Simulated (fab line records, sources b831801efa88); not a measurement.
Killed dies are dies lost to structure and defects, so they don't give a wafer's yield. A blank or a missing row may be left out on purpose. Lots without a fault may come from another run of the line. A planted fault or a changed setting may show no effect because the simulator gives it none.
One fault seen from 2 desks | flow gf180mcu | each desk has only its own numbers; what lay behind them comes last

THE METROLOGY DESK
What the gauges read, lot by lot, whatever tool the lot ran on: means of the sampled wafers that have a number. A lot is out of limits, marked OUT, if its mean lies more than 4 standard deviations from the usual mean; the brackets give that distance.
Columns: A = M1_OVL at GF_M1_OVL_MEAS_15, usual -1 nm
lot  | first seen here | A
L996 | day 16 22:44    | -3
L997 | day 17 05:29    | -5
L999 | day 18 05:43    | -7
L102 | day 19 07:40    | -2
L103 | day 19 17:28    | 8
L104 | day 20 05:25    | 1
L106 | day 21 01:13    | -0
L107 | day 21 07:19    | 6
L108 | day 21 18:01    | 2
L112 | day 22 23:44    | -5
L115 | day 23 22:56    | 5
L119 | day 25 05:16    | 1
This desk's finding: nothing out of limits on any of the 12 lots.

THE TOOL OWNER'S DESK: litho_track-04
The tool's own readings at GF_M1_PEB_12 (peb time 90 s): means of the sampled wafers that have a number, for each lot that ran on this tool. A lot is out of limits, marked OUT, if its mean lies more than 4 standard deviations from the usual mean; the brackets give that distance.
Columns: A = chill_plate_temp_C at GF_M1_PEB_12, usual 22.97 C; B = exhaust_pa at GF_M1_PEB_12, usual 45.1 Pa; C = resist_line_temp_C at GF_M1_PEB_12, usual 23.03 C
lot  | first seen here | A     | B    | C
L106 | day 21 00:45    | 23.02 | 45.7 | 22.93
L108 | day 21 17:33    | 22.92 | 44.1 | 23.19
This desk's finding: nothing out of limits on any of the 2 lots.

PUT TOGETHER
The metrology desk saw nothing out of limits.
The tool owner's desk saw nothing out of limits.

WHAT THE SIMULATOR HAD PUT IN
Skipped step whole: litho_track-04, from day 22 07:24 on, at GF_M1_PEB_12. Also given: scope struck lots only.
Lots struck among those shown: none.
